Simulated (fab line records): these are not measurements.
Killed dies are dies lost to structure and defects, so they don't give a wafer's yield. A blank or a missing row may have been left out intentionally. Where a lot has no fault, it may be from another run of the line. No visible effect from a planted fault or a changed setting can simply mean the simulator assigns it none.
Which of the tools did it? ; flow gf180mcu ; 14 lots, 42 wafers sampled, at 3 steps of a route of 602

== WHAT THE GAUGES SHOWED, per wafer ==
GF_V1_RS_MEAS_24: the measuring method here is four-point-probe. Usual: V1_W_RS gives 0.327 ohm/sq (standard deviation 0.003).
lot;measured;on;V1_W_RS (ohm/sq);flag
L528;day 18 14:19;film-metro-01;0.328 0.328 0.325;
L530;day 19 07:23;film-metro-01;0.322 0.322 0.322;
L531;day 20 04:59;film-metro-02;0.325 0.325 0.327;
L532;day 20 11:40;film-metro-04;0.325 0.323 0.332;
L534;day 21 06:34;film-metro-01;0.324 0.328 0.333;
L535;day 21 10:23;film-metro-02;0.328 0.327 0.326;
L536;day 21 18:16;film-metro-01;0.331 0.325 0.328;
L537;day 22 00:22;film-metro-04;0.324 0.330 0.326;
L538;day 22 14:19;film-metro-02;0.328 0.326 0.328;
L540;day 23 02:30;film-metro-02;0.321 0.324 0.328;
L542;day 24 05:25;film-metro-01;0.334 0.327 0.332;
L543;day 24 06:29;film-metro-01;0.327 0.327 0.324;
L546;day 25 04:17;film-metro-04;0.330 0.329 0.330;
L550;day 26 03:04;film-metro-04;0.330 0.333 0.329;

== WHAT TOOL EACH LOT RAN ON (gives the tool, then ch and the chambers of the sampled wafers, and finally the start) ==
lot;GF_V1_SPUTTER_21;GF_V1_SPUTTER_22
L528;pvd-sputter-01, day 18 14:04;pvd-sputter-01, day 18 14:07
L530;pvd-sputter-04, day 19 07:11;pvd-sputter-04, day 19 07:14
L531;pvd-sputter-01, day 20 04:46;pvd-sputter-01, day 20 04:49
L532;pvd-sputter-02, day 20 11:24;pvd-sputter-02, day 20 11:28
L534;pvd-sputter-01, day 21 06:19;pvd-sputter-01, day 21 06:23
L535;pvd-sputter-01, day 21 10:11;pvd-sputter-01, day 21 10:14
L536;pvd-sputter-01, day 21 18:01;pvd-sputter-01, day 21 18:04
L537;pvd-sputter-01, day 22 00:06;pvd-sputter-01, day 22 00:10
L538;pvd-sputter-01, day 22 14:07;pvd-sputter-01, day 22 14:10
L540;pvd-sputter-01, day 23 02:16;pvd-sputter-01, day 23 02:20
L542;pvd-sputter-02, day 24 05:04;pvd-sputter-02, day 24 05:08
L543;pvd-sputter-04, day 24 06:16;pvd-sputter-04, day 24 06:20
L546;pvd-sputter-04, day 25 03:55;pvd-sputter-04, day 25 03:59
L550;pvd-sputter-01, day 26 02:51;pvd-sputter-01, day 26 02:55
- GF_V1_SPUTTER_21: material Ti, target thk 15 nm, time 80.02 s.
- GF_V1_SPUTTER_22: material TiN, target thk 10 nm, time 40 s.

== WHAT THE TOOLS THEMSELVES READ (means of the sampled wafers that have a number; where no wafer has one, the mark that the record gives instead) ==
GF_V1_SPUTTER_21. Usual: throttle-valve-pct at 30.3 %, with a standard deviation of 0.84.
lot;tool;throttle-valve-pct (%);flag
L528;pvd-sputter-01;30.6;
L530;pvd-sputter-04;30.0;
L531;pvd-sputter-01;30.4;
L532;pvd-sputter-02;29.9;
L534;pvd-sputter-01;29.9;
L535;pvd-sputter-01;30.1;
L536;pvd-sputter-01;30.7;
L537;pvd-sputter-01;30.5;
L538;pvd-sputter-01;30.2;
L540;pvd-sputter-01;31.0;
L542;pvd-sputter-02;29.7;
L543;pvd-sputter-04;30.3;
L546;pvd-sputter-04;30.1;
L550;pvd-sputter-01;29.6;

GF_V1_SPUTTER_22. Usual: throttle-valve-pct at 30.3 %, with a standard deviation of 0.87.
lot;tool;throttle-valve-pct (%);flag
L528;pvd-sputter-01;30.9;
L530;pvd-sputter-04;29.9;
L531;pvd-sputter-01;30.2;
L532;pvd-sputter-02;29.8;
L534;pvd-sputter-01;29.9;
L535;pvd-sputter-01;30.3;
L536;pvd-sputter-01;30.8;
L537;pvd-sputter-01;30.6;
L538;pvd-sputter-01;30.2;
L540;pvd-sputter-01;30.9;
L542;pvd-sputter-02;29.7;
L543;pvd-sputter-04;30.2;
L546;pvd-sputter-04;30.3;
L550;pvd-sputter-01;29.7;

== THE ANSWER, worked out from the rows above alone ==
Rule: a lot is off if the mean of its wafers that have a number lies more than 3 standard deviations from the usual mean. Also off: a lot with no number at a reading for which 4 or more lots have one. Any other lot the step has rows for is counted as sound. The gauges are gone through in route order, then the tools' own readings, and for those a lot's mean is taken as printed above. The first step at which some lot is off is used, and at that step the reading that is off furthest; a lot without a number counts as furthest.
Across all readings shown, no lot is off: no conclusion can be drawn from this.

== WHAT THE SIMULATOR HAD PUT IN ==
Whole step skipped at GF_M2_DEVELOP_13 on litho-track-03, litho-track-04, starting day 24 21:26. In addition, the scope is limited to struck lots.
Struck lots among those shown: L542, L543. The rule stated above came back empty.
